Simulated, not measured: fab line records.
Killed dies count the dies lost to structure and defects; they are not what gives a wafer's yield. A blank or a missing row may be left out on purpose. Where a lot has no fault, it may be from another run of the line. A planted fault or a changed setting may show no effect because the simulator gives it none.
Code-filled problem report in 8D (eight disciplines) form | flow sky130 | the parts of the form that need people (team, actions taken, sign-off) are left out

== 1. WHAT IS WRONG ==
Mean NWELL_TW at SKY_NWELL_TW_MEAS_15: 2054 over 6 wafers in 2 lots; fault-free wafers: 1822, standard deviation 26. That puts it +8.9 standard deviations away from the usual mean.
First observed at day 8 13:19: wafer L553.1, on film metro-03. Wafers with a number at this step in the record: 33, from 11 lots. Rule for "out" (also "out of limits"): further than 4 standard deviations from the usual mean. The other wafers with a number count as sound.

== 2. WHAT IT IS AND WHAT IT IS NOT ==
question                    | is                           | is not
which readings at this step | NWELL_TW                     | -
which lots                  | L553, L556                   | L539, L540, L541, L542, L544, L547, L555, L559, L560
which wafers of those lots  | all that have a number       | -
read on which gauges        | film metro-01, film metro-03 | film metro-02
when                        | from day 8 13:19             | up to then (18 sound wafers); but 9 sound wafers of L555, L559, L560 came after

== 3. SUSPECTS, AND WHAT RULES EACH OUT ==
Counting: a tool stays on the suspect list if, at a process step up to the reading, it processed all lots that are out and no sound lot following the first of them.
- the gauge at SKY_NWELL_TW_MEAS_15 is ruled out. Those wafers that are out were read across 2 gauges (film metro-01, film metro-03).
- implanter-04 at SKY_NWELL_IMPLANT_11: kept. It ran every lot that is out, first L553 (day 8 12:46), and no sound lot after that; its last sound lot up to then is L547 (day 7 04:00). Out on those wafers are its own readings of dose ions cm2, faraday current uA.
Remaining after the count: implanter-04 at SKY_NWELL_IMPLANT_11.

== 4. THE CAUSE (what the simulator had put in) ==
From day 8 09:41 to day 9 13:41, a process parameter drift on implanter-04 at SKY_NWELL_IMPLANT_11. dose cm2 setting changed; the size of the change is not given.
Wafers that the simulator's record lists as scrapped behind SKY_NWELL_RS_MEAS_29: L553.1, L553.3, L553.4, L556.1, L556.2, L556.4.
The count eliminated every tool but this one.

== 5. THE EFFECT CHAIN, in route order ==
One row per reading whose mean, taken over the struck wafers that have a number, lies over 3 standard deviations from the usual. Scope: only readings with a usual standard deviation given in the record; hours: median across lots of the time from each lot's start at the first step in this table that gives one to its start at this step; sigmas: change in usual standard deviations.
hours | step                 | reading            | usual        | on struck wafers | change      | sigmas
0     | SKY_NWELL_IMPLANT_11 | dose ions cm2      | 1.8994e+13   | 2.8340e+13       | +9.3460e+12 | +99 or more
0     | SKY_NWELL_IMPLANT_11 | faraday current uA | 107.3        | 152.2            | +44.9       | +21
1     | SKY_NWELL_TW_MEAS_15 | NWELL_TW           | 1822         | 2054             | +232        | +8.9
22    | SKY_NWELL_RS_MEAS_29 | NWELL_RS           | 624.6 ohm/sq | 503.5            | -121.1      | -64
Process steps it contains:
- SKY_NWELL_IMPLANT_11

== 6. HOW IT WOULD HAVE BEEN CAUGHT EARLIER ==
4 hours passed between the start of the fault at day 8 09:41 and the first reading out of limits at a measuring or inspecting step in this record, taken at day 8 13:19.
At SKY_NWELL_IMPLANT_11, the tool's own readings (dose ions cm2, faraday current uA) were out on each struck wafer the step has a row for, so an alarm limit on them would have fired on the first such wafer.
Among the 2 lots that are out, L556 began SKY_NWELL_IMPLANT_11 on implanter-04 after day 8 13:19. Had the tool been put on hold then, it would have been spared.
